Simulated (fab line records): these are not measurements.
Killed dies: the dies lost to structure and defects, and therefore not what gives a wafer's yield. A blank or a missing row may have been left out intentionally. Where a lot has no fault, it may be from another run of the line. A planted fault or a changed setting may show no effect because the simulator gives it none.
8D (eight disciplines) problem report, filled in by code | flow sfq line | the parts of the form that need people (team, actions taken, sign-off) are left out

1. THE PROBLEM
run length s at SFQ_TRILAYER_I2_VIA_BARC_OPEN_VIA_ETCH_096 reads a mean of 78.9 s on 2 wafers of 2 lots; wafers without a fault read 70.1 s with a standard deviation of 0.43. Relative to the usual mean, that is a shift of +20 standard deviations.
The step: etches BARC in O2, target depth 125 nm, time 41.7 s.
First observed at day 30 18:17: wafer L106.5, on rie diel-01. The record holds 42 wafers of 14 lots with a number at this step. The rule behind "out" and "out of limits": a value lying over 4 standard deviations away from the usual mean. All remaining wafers that have a number are taken as sound.

2. WHAT IT IS; WHAT IT IS NOT
question                    | is                           | is not
which readings at this step | run length s, oes product au | drypump motor current A
which lots                  | L106, L107                   | L101, L103, L110, L111, L989, L991, L992, L994, L995, L996, L998, L999
which wafers of those lots  | L106.5, L107.6               | L106.1, L106.4, L107.2, L107.4
read on which tools         | rie diel-01                  | rie diel-03, rie diel-04
when                        | from day 30 18:17            | up to then (32 sound wafers); but 8 sound wafers of L107, L110, L111 came after

3. WHAT RULES OUT EACH SUSPECT
Counting: if a tool at a process step up to the reading ran every lot that is out, it stays a suspect. Sound lots after the first of them don't rule it out here, since some wafers of a struck lot are sound.
- rie diel-01 at SFQ_TRILAYER_I2_VIA_BARC_OPEN_VIA_ETCH_096 (etches BARC in O2, target depth 125 nm, time 41.7 s): kept. It processed each lot that is out (first: L106, day 30 18:17); up to then, its last sound lot is L103 (day 29 11:05). Its own readings are out on those wafers: oes product au, run length s.
- rie diel-01, SFQ_TRILAYER_I2_VIA_BARC_OPEN_VIA_ETCH_096: wafers that are out in chamber 2, sound lot-mates in chambers 1, 3.
Left after counting: rie diel-01 at SFQ_TRILAYER_I2_VIA_BARC_OPEN_VIA_ETCH_096.

4. THE CAUSE (what the simulator had put in)
rie diel-01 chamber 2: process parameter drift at SFQ_TRILAYER_I2_VIA_BARC_OPEN_VIA_ETCH_096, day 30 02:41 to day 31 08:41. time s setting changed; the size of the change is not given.
Counting left only this tool.

5. THE CHAIN OF EFFECTS, in route order
Rows list readings where the struck wafers' mean (over those with a number) sits beyond 3 standard deviations from the usual. Scope: only readings with a usual standard deviation given in the record; hours: median across lots of the time from each lot's start at the first step in this table that gives one to its start at this step; sigmas: change in usual standard deviations.
hours | step                                       | reading        | usual      | on struck wafers | change | sigmas
0     | SFQ_TRILAYER_I2_VIA_BARC_OPEN_VIA_ETCH_096 | oes product au | 0.685 a.u. | 0.631            | -0.054 | -12
0     | SFQ_TRILAYER_I2_VIA_BARC_OPEN_VIA_ETCH_096 | run length s   | 70.1 s     | 78.9             | +8.8   | +20
The process steps in it:
- SFQ_TRILAYER_I2_VIA_BARC_OPEN_VIA_ETCH_096: etches BARC in O2, target depth 125 nm, time 41.7 s.

6. HOW IT WOULD HAVE BEEN CAUGHT EARLIER
16 hours passed between the start of the fault at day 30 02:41 and the first reading out of limits in this record, taken at day 30 18:17.
